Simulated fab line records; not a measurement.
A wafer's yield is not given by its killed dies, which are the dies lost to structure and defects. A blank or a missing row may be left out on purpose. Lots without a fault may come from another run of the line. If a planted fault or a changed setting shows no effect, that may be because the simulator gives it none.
Which tool did it?	flow sfqLine	Sampling: 13 lots, 39 wafers, 5 of 325 route steps

WHAT EACH GAUGE READ, for each wafer
SFQ_JJ_OVL_MEAS_931. Usual: J5_OVL gives 2 nm (standard deviation 5.8).
lot	measured	on	J5_OVL (nm)	flag
L383	day 43 09:04	overlay-01	4 8 18	
L384	day 43 12:35	overlay-01	-7 -9 -3	
L385	day 43 14:59	overlay-02	-4 1 1	
L386	day 43 16:11	overlay-02	0 -5 0	
L387	day 43 17:23	overlay-02	-9 -7 -8	
L388	day 45 18:55	overlay-02	5 0 0	
L389	day 51 13:05	overlay-01	4 -8 -12	
L390	day 52 13:36	overlay-01	10 -4 5	
L391	day 52 20:40	overlay-02	13 3 13	
L393	day 59 07:26	overlay-01	4 4 5	
L394	day 59 14:38	overlay-01	2 1 -4	
L400	day 62 17:58	overlay-02	8 2 5	
L404	day 63 16:42	overlay-01	5 2 3	

EACH LOT AND THE TOOL THAT RAN IT (in order: tool; ch and the chambers of the sampled wafers; start)
lot	SFQ_TRILAYER_I1_CMP_CMP_046	SFQ_TRILAYER_I1_METRO_MEASURE_047	SFQ_TRILAYER_I1_VIA_ETCH_VIA_ETCH_052	SFQ_TRILAYER_M2_ETCH_METAL_ETCH_060
L383	cmp-02 ch 1,2,3, day 14 13:26	filmMetro-03, day 14 16:34	rieDiel-02 ch 0,1, day 15 16:44	rieMetal-01 ch 0,1, day 16 17:31
L384	cmp-01 ch 0,1,2, day 14 22:02	filmMetro-02, day 15 00:40	rieDiel-02 ch 1,2, day 16 01:10	rieMetal-02 ch 0, day 17 00:43
L385	cmp-01 ch 0,2,3, day 15 07:37	filmMetro-04, day 15 10:44	rieDiel-03 ch 0,2,3, day 16 12:41	rieMetal-02 ch 0,1, day 17 07:55
L386	cmp-01 ch 0,3, day 15 16:02	filmMetro-03, day 15 18:39	rieDiel-01 ch 0,1, day 16 18:41	rieMetal-01 ch 0,1, day 17 13:55
L387	cmp-02 ch 0,1, day 16 00:50	filmMetro-04, day 16 04:22	rieDiel-02 ch 0,2,3, day 17 03:05	rieMetal-02 ch 0,1, day 17 22:44
L388	cmp-01 ch 0,1,2, day 16 23:28	filmMetro-03, day 17 02:35	rieDiel-02 ch 0,2,3, day 17 21:05	rieMetal-02 ch 0,1, day 18 15:29
L389	cmp-01 ch 0,1,2, day 17 14:58	filmMetro-03, day 17 17:35	rieDiel-03 ch 0,1,3, day 18 13:04	rieMetal-02 ch 0,1, day 19 03:29
L390	cmp-02 ch 0,3, day 17 20:53	filmMetro-04, day 18 00:36	rieDiel-03 ch 1,2, day 18 17:52	rieMetal-02 ch 0,1, day 19 10:44
L391	cmp-01 ch 0,2,3, day 18 09:10	filmMetro-02, day 18 11:59	rieDiel-01 ch 0,1,3, day 19 02:16	rieMetal-02 ch 0,1, day 19 19:05
L393	cmp-01 ch 1,2, day 19 09:29	filmMetro-02, day 19 12:06	rieDiel-03 ch 0,1,2, day 20 03:28	rieMetal-04 ch 0,1, day 20 20:23
L394	cmp-01 ch 1,2, day 19 14:59	filmMetro-03, day 19 18:18	rieDiel-02 ch 0,1,3, day 20 10:40	rieMetal-02 ch 0,1, day 21 22:23
L400	cmp-01 ch 2,3, day 21 14:07	filmMetro-04, day 21 17:14	rieDiel-02 ch 0,3, day 23 03:10	rieMetal-02 ch 0,1, day 24 15:30
L404	cmp-02 ch 0,1, day 22 22:29	filmMetro-03, day 23 01:37	rieDiel-03 ch 1,2, day 24 11:53	rieMetal-04 ch 0,1, day 25 21:30
- SFQ_TRILAYER_I1_CMP_CMP_046: polishes SiO2.
- SFQ_TRILAYER_I1_METRO_MEASURE_047
- SFQ_TRILAYER_I1_VIA_ETCH_VIA_ETCH_052: etches SiO2 in CHF3, stops on Nb, target depth 260 nm.
- SFQ_TRILAYER_M2_ETCH_METAL_ETCH_060: etches Nb in Cl2/Ar, stops on SiO2, target depth 240 nm, time 120 s.

WHAT THE TOOLS THEMSELVES READ (means of the sampled wafers that have a number; where no wafer has one, the mark that the record gives instead)
SFQ_TRILAYER_I1_CMP_CMP_046. Usual: motorCurrentA 10.2 A, standard deviation 0.81; slurryFilterDpKPa 13.49 kPa, standard deviation 0.14; timeToEndpointS 215 s, standard deviation 8.
lot	tool	motorCurrentA (A)	slurryFilterDpKPa (kPa)	timeToEndpointS (s)	flag
L383	cmp-02	10.1	13.49	217	
L384	cmp-01	10.2	13.48	220	
L385	cmp-01	10.3	13.49	211	
L386	cmp-01	9.7	13.49	217	
L387	cmp-02	10.0	13.41	215	
L388	cmp-01	10.3	13.38	226	
L389	cmp-01	10.2	13.51	213	
L390	cmp-02	11.1	13.45	225	
L391	cmp-01	9.7	13.63	213	
L393	cmp-01	10.8	13.51	214	
L394	cmp-01	10.7	13.41	211	
L400	cmp-01	10.4	13.50	216	
L404	cmp-02	9.7	13.53	214	

SFQ_TRILAYER_I1_METRO_MEASURE_047. Usual: thkNm at 199.6 nm, with a standard deviation of 1.3.
lot	tool	thkNm (nm)	flag
L383	filmMetro-03	198.7	
L384	filmMetro-02	200.4	
L385	filmMetro-04	199.9	
L386	filmMetro-03	200.0	
L387	filmMetro-04	200.7	
L388	filmMetro-03	199.6	
L389	filmMetro-03	200.9	
L390	filmMetro-04	200.3	
L391	filmMetro-02	199.6	
L393	filmMetro-02	198.9	
L394	filmMetro-03	197.7	
L400	filmMetro-04	188.6	OFF
L404	filmMetro-03	200.4	

SFQ_TRILAYER_I1_VIA_ETCH_VIA_ETCH_052. Usual: drypumpMotorCurrentA 5.8 A, standard deviation 0.49; oesProductAu 0.854 a.u., standard deviation 0.0053.
lot	tool	drypumpMotorCurrentA (A)	oesProductAu (a.u.)	flag
L383	rieDiel-02	6.3	0.850	
L384	rieDiel-02	6.2	0.854	
L385	rieDiel-03	5.3	0.857	
L386	rieDiel-01	5.6	0.855	
L387	rieDiel-02	5.9	0.856	
L388	rieDiel-02	5.9	0.858	
L389	rieDiel-03	5.8	0.858	
L390	rieDiel-03	5.9	0.856	
L391	rieDiel-01	5.5	0.852	
L393	rieDiel-03	5.4	0.851	
L394	rieDiel-02	6.0	0.848	
L400	rieDiel-02	5.9	0.826	OFF
L404	rieDiel-03	5.9	0.857	

SFQ_TRILAYER_M2_ETCH_METAL_ETCH_060. Usual: drypumpMotorCurrentA 5.53 A, standard deviation 0.21; oesProductAu 0.894 a.u., standard deviation 0.0069.
lot	tool	drypumpMotorCurrentA (A)	oesProductAu (a.u.)	flag
L383	rieMetal-01	5.47	0.891	
L384	rieMetal-02	5.20	0.881	
L385	rieMetal-02	5.62	0.896	
L386	rieMetal-01	5.53	0.897	
L387	rieMetal-02	5.42	0.893	
L388	rieMetal-02	5.61	0.891	
L389	rieMetal-02	5.43	0.898	
L390	rieMetal-02	5.41	0.892	
L391	rieMetal-02	5.43	0.889	
L393	rieMetal-04	5.57	0.898	
L394	rieMetal-02	5.43	0.902	
L400	rieMetal-02	5.62	0.892	
L404	rieMetal-04	5.56	0.894	

THE ANSWER, worked out from the rows above alone
Rule: a lot counts as off when the mean over its wafers that have a number is more than 3 standard deviations away from the usual mean. A lot without any number at a reading at which 4 lots or more have one is off too. The other lots that the step has rows for count as sound. Order of review: gauges by route order, followed by the tools' own readings, for which a lot's mean as printed above is used. The first step at which some lot is off is used, and at that step the reading that is off furthest; a lot without a number counts as furthest.
Off: L400 (SFQ_TRILAYER_I1_METRO_MEASURE_047, thkNm).
If a tool, at that step or one of the process steps before it, ran each lot that is off and ran no sound lot following the first of them, it fits. 2 tools fit, cmp-01 at SFQ_TRILAYER_I1_CMP_CMP_046 and filmMetro-04 at SFQ_TRILAYER_I1_METRO_MEASURE_047, so this cannot tell which one it is.

WHAT WAS PUT IN BY THE SIMULATOR
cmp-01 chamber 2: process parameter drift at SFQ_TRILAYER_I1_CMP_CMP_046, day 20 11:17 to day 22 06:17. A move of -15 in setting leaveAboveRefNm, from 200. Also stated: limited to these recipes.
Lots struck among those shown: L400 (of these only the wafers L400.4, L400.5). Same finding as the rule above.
